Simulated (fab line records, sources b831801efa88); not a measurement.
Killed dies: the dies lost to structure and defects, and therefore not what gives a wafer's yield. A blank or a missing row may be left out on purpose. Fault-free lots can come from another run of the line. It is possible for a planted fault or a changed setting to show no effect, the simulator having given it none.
A lot that was struck, set against a sound lot -- flow sky130 -- 15 steps out of a route of 708
Sound: wafers L243.1, L243.2, L243.3. Wafers struck: L256.1, L256.2, L256.4. The cause is given at the end.
Order at every step that has rows: each side's tool, ch and its chambers, its first start. Under that, the readings that differ: sound wafers -- struck wafers -- difference of the means -- sigmas: that difference in standard deviations of wafers without a fault.
alike: readings whose means differ by less than 2 such deviations, and words and numbers that are the same on both sides. not compared: withheld readings, readings that some wafer has no value for, bounds like >300 that may hide the same value, and numbers for which the record gives no deviation and whose values overlap.
Wherever a step has rows on one side only, a row that says differs or no value, or a row with sigmas, the two part there. Numbers that have no deviation but don't overlap get no sigmas and don't part them. A reading missing from all wafers of one side parts the sides only when that side holds two or more wafers.

SKY_SONOS_ONO_CD_MEAS_13: target cd 410 nm.
  sound: cd_sem-02 at day 13 19:31; struck: cd_sem-02 at day 18 05:55
  alike: cd_nm
SKY_SONOS_ONO_OVL_MEAS_14:
  sound: overlay-02 at day 13 19:38; struck: overlay-01 at day 18 06:17
  alike: SONOS_ONO_OVL
SKY_SONOS_ONO_ETCH_15: etches the open film in CHF3/O2, target depth 19.52 nm, time 7.8 s.
  sound on rie_diel-04 ch 1,2,3, day 13 19:40; struck on rie_diel-04 ch 0,1,3, day 18 06:19
  alike: chf3_flow_sccm, drypump_motor_current_A, oes_product_au, throttle_valve_pct
  not compared: rf_hours_counter_h
then, 1 step without rows for these wafers: SKY_SONOS_ONO_WET_ETCH_16 (etches SiO2 in dHF, target depth 14 nm, time 280 s).
SKY_SONOS_ONO_STRIP_17: strips in O2/N2.
  sound on plasma_asher-03 ch 0,1, day 13 19:46; struck on plasma_asher-03 ch 0,1, day 18 06:26
  alike: drypump_motor_current_A, n2_flow_sccm, oes_product_au, strip_time_to_endpoint_s
  not compared: rf_hours_counter_h
then, 3 steps without rows for these wafers: SKY_SONOS_ONO_WET_ETCH_18 (etches Si3N4 in H3PO4, target depth 15 nm, time 172 s); SKY_GATE_OXIDE_CLEAN_00 (cleans in SC1/SC2, time 150 s); SKY_GATE_OXIDE_OXIDATION_01 (stabilise 600 s, purge 300 s, target thk 10.268 nm).
SKY_GATE_OXIDE_THK_MEAS_02:
  sound: film_metro-03 at day 13 22:43; struck: film_metro-03 at day 18 08:02
  alike: GATE_OXIDE_OXIDATION_00_THK
then, 3 steps without rows for these wafers: SKY_GATE_OXIDE_DEHYDRATE_03 (time 60 s); SKY_GATE_OXIDE_HMDS_04 (prime time 60 s); SKY_GATE_OXIDE_COAT_05 (resist thk 1140 nm).
SKY_GATE_OXIDE_SOFTBAKE_06: time 60 s.
  sound on litho_track-04 ch 0, day 14 11:49; struck on litho_track-04 ch 0, day 18 23:31
reading,sound,struck,difference,sigmas
heater_power_total_W (W),56.65 56.55 56.59,60.11 60.07 60.00,+3.46,+72
then, 1 step without rows for these wafers: SKY_GATE_OXIDE_EXPOSE_07 (exposes mask LVOM, target cd 600 nm).
-- the record jumps here: 31 days lie between the struck wafers' starts before and after (it left off in module GATE_OXIDE and takes up again in module PAD_OPEN, whose first step shown is number 708 of the route) --
SKY_PAD_OPEN_PROBE_99:
  sound: prober-02 at day 46 21:05; struck: prober-01 at day 49 19:39
  alike: killed_at_M0_to_M3, killed_at_M4_up, killed_at_contacts, killed_at_front_end, killed_at_other, killed_dies, killed_open, killed_short

## WHERE THEY PART
Within this record, at SKY_GATE_OXIDE_SOFTBAKE_06 only. Later steps at which nothing parts them and some readings are alike: SKY_PAD_OPEN_PROBE_99.

WHY: whatever the simulator had introduced
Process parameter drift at SKY_GATE_OXIDE_SOFTBAKE_06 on litho_track-04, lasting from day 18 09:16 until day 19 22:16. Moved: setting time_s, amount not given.
